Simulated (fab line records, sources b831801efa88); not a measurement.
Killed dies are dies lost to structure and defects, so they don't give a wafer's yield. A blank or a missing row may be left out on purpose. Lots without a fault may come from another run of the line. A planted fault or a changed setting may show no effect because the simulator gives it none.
Which tool did it? | flow gf180mcu | 12 lots, 36 wafers sampled, at 4 steps of a route of 602

WHAT THE GAUGES READ, wafer by wafer
GF_STI_THK_MEAS_30. Usual: STI_OXIDATION_02_THK 10.04 nm, standard deviation 0.17.
lot  | measured    | on            | STI_OXIDATION_02_THK (nm) | flag
L575 | day 2 08:13 | film_metro-03 | 10.11 10.17 10.22         |
L576 | day 2 11:32 | film_metro-02 | 10.34 10.09 10.02         |
L577 | day 2 16:14 | film_metro-03 | 9.99 10.02 10.26          |
L578 | day 2 21:45 | film_metro-02 | 10.10 10.03 9.90          |
L579 | day 3 02:48 | film_metro-04 | 9.84 9.88 9.87            |
L580 | day 3 07:48 | film_metro-04 | 9.94 9.89 10.00           |
L582 | day 3 20:11 | film_metro-02 | 9.94 9.90 9.85            |
L584 | day 4 04:02 | film_metro-02 | 9.98 9.88 9.88            |
L587 | day 4 21:37 | film_metro-03 | 9.94 10.04 10.00          |
L590 | day 5 10:34 | film_metro-04 | 9.93 10.03 9.96           |
L591 | day 5 16:07 | film_metro-04 | 9.75 9.62 9.92            |
L598 | day 7 06:31 | film_metro-02 | 9.86 10.03 9.90           |

GF_VT_IMPLANT_OVL_MEAS_29. Usual: VT_IMPLANT_02_OVL -0.4 nm, standard deviation 1.3.
lot  | measured     | on         | VT_IMPLANT_02_OVL (nm) | flag
L575 | day 6 23:08  | overlay-01 | -2.2 0.3 -1.2          |
L576 | day 7 02:36  | overlay-01 | -2.2 -0.9 -0.6         |
L577 | day 7 09:31  | overlay-02 | -1.5 -1.2 -0.7         |
L578 | day 7 15:25  | overlay-02 | 0.3 -0.2 0.0           |
L579 | day 7 21:17  | overlay-01 | -0.5 -0.8 -0.6         |
L580 | day 8 06:05  | overlay-02 | -2.1 -2.2 -0.5         |
L582 | day 8 19:30  | overlay-02 | -1.6 -0.4 0.7          |
L584 | day 9 05:12  | overlay-01 | 0.1 -0.6 -0.9          |
L587 | day 10 04:05 | overlay-02 | 209.3 210.0 211.2      | OFF
L590 | day 10 22:17 | overlay-02 | 211.3 211.5 212.0      | OFF
L591 | day 11 04:57 | overlay-01 | 0.4 0.5 -0.5           |
L598 | day 13 05:47 | overlay-02 | 2.0 1.8 0.6            |

WHICH TOOL RAN EACH LOT (tool, then ch and the chambers of the sampled wafers, then the start)
lot  | GF_NWELL_STRIP_10                   | GF_VT_IMPLANT_EXPOSE_26
L575 | plasma_asher-01 ch 0,1, day 3 09:26 | iline_stepper-02 ch 0, day 6 15:12
L576 | plasma_asher-02 ch 0,1, day 3 13:07 | iline_stepper-01 ch 0, day 6 18:37
L577 | plasma_asher-04 ch 0,1, day 3 17:32 | iline_stepper-01 ch 0, day 7 01:40
L578 | plasma_asher-04 ch 0,1, day 3 23:23 | iline_stepper-02 ch 0, day 7 08:02
L579 | plasma_asher-02 ch 0,1, day 4 04:37 | iline_stepper-01 ch 0, day 7 13:50
L580 | plasma_asher-01 ch 0,1, day 4 10:28 | iline_stepper-01 ch 0, day 7 22:05
L582 | plasma_asher-04 ch 0,1, day 4 23:05 | iline_stepper-01 ch 0, day 8 11:42
L584 | plasma_asher-01 ch 0,1, day 5 07:19 | iline_stepper-02 ch 0, day 8 21:08
L587 | plasma_asher-04 ch 0,1, day 6 01:54 | iline_stepper-02 ch 0, day 9 19:41
L590 | plasma_asher-02 ch 0,1, day 6 16:53 | iline_stepper-02 ch 0, day 10 13:25
L591 | plasma_asher-02 ch 0,1, day 6 23:10 | iline_stepper-01 ch 0, day 10 19:40
L598 | plasma_asher-01 ch 0,1, day 8 15:23 | iline_stepper-01 ch 0, day 12 19:58
- GF_NWELL_STRIP_10: strips in O2/N2.
- GF_VT_IMPLANT_EXPOSE_26: exposes mask LVPWELL HV AREA, target cd 860 nm.

WHAT THE TOOLS THEMSELVES READ (means of the sampled wafers that have a number; where no wafer has one, the mark that the record gives instead)
GF_NWELL_STRIP_10. Usual: chamber_pressure_mTorr 1499.9 mTorr, standard deviation 1.5; drypump_motor_current_A 5.8 A, standard deviation 0.4; heater_power_w 319 W, standard deviation 23; o2_flow_sccm 3001 sccm, standard deviation 8.7; oes_product_au 0.723 a.u., standard deviation 0.0048; platen_temp_c 249.98 C, standard deviation 0.19; strip_time_to_endpoint_s 36.90 s, standard deviation 0.11.
lot  | tool            | chamber_pressure_mTorr (mTorr) | drypump_motor_current_A (A) | heater_power_w (W) | o2_flow_sccm (sccm) | oes_product_au (a.u.) | platen_temp_c (C) | strip_time_to_endpoint_s (s) | flag
L575 | plasma_asher-01 | 1500.3                         | 6.1                         | 310                | 2994                | 0.722                 | 249.83            | 36.79                        |
L576 | plasma_asher-02 | 1500.2                         | 5.6                         | 318                | 2992                | 0.720                 | 249.88            | 37.10                        |
L577 | plasma_asher-04 | 1499.7                         | 5.7                         | 319                | 2998                | 0.724                 | 250.10            | 36.82                        |
L578 | plasma_asher-04 | 1500.0                         | 5.7                         | 318                | 3006                | 0.718                 | 249.94            | 36.67                        |
L579 | plasma_asher-02 | 1501.2                         | 5.6                         | 320                | 2992                | 0.720                 | 250.00            | 36.89                        |
L580 | plasma_asher-01 | 1499.4                         | 6.1                         | 318                | 2995                | 0.723                 | 250.08            | 37.06                        |
L582 | plasma_asher-04 | 1500.3                         | 6.0                         | 336                | 3003                | 0.720                 | 250.04            | 36.85                        |
L584 | plasma_asher-01 | 1500.0                         | 6.0                         | 306                | 2988                | 0.722                 | 250.22            | 36.98                        |
L587 | plasma_asher-04 | 1500.7                         | 5.7                         | 313                | 3008                | 0.727                 | 250.03            | 37.00                        |
L590 | plasma_asher-02 | 1498.8                         | 5.6                         | 315                | 2993                | 0.721                 | 250.13            | 37.07                        |
L591 | plasma_asher-02 | 1501.6                         | 5.5                         | 323                | 2997                | 0.723                 | 250.07            | 36.81                        |
L598 | plasma_asher-01 | 1499.8                         | 6.1                         | 319                | 3004                | 0.725                 | 250.06            | 36.91                        |

GF_VT_IMPLANT_EXPOSE_26. Usual: focus_offset_nm 0.0 nm, standard deviation 0.49.
lot  | tool             | focus_offset_nm (nm) | flag
L575 | iline_stepper-02 | -0.3                 |
L576 | iline_stepper-01 | -0.5                 |
L577 | iline_stepper-01 | 0.2                  |
L578 | iline_stepper-02 | 0.3                  |
L579 | iline_stepper-01 | -0.4                 |
L580 | iline_stepper-01 | 0.4                  |
L582 | iline_stepper-01 | 0.5                  |
L584 | iline_stepper-02 | 0.3                  |
L587 | iline_stepper-02 | -0.5                 |
L590 | iline_stepper-02 | -0.1                 |
L591 | iline_stepper-01 | -0.5                 |
L598 | iline_stepper-01 | 0.5                  |

THE ANSWER, worked out from the rows above alone
Rule: a lot is off if the mean of its wafers that have a number lies more than 3 standard deviations from the usual mean. A lot without any number at a reading at which 4 lots or more have one is off too. The other lots that the step has rows for count as sound. The gauges are gone through in route order, then the tools' own readings, and for those a lot's mean is taken as printed above. The first step at which some lot is off is used, and at that step the reading that is off furthest; a lot without a number counts as furthest.
Off: L587, L590, at GF_VT_IMPLANT_OVL_MEAS_29 (VT_IMPLANT_02_OVL).
A tool fits if, at a process step before that reading, it ran every lot that is off, and no sound lot after the first of them. The gauges at GF_VT_IMPLANT_OVL_MEAS_29 are tried like those tools. One fits: iline_stepper-02 at GF_VT_IMPLANT_EXPOSE_26. Its last sound lot is L584 (day 8 21:08), its first lot that is off L587 (day 9 19:41): a fault that began between those two fits.

WHAT THE SIMULATOR HAD PUT IN
Scanner matching overlay: iline_stepper-02, from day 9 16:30 on, at GF_VT_IMPLANT_EXPOSE_26. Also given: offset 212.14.
Lots struck among those shown: L587, L590. The rule above found the same.
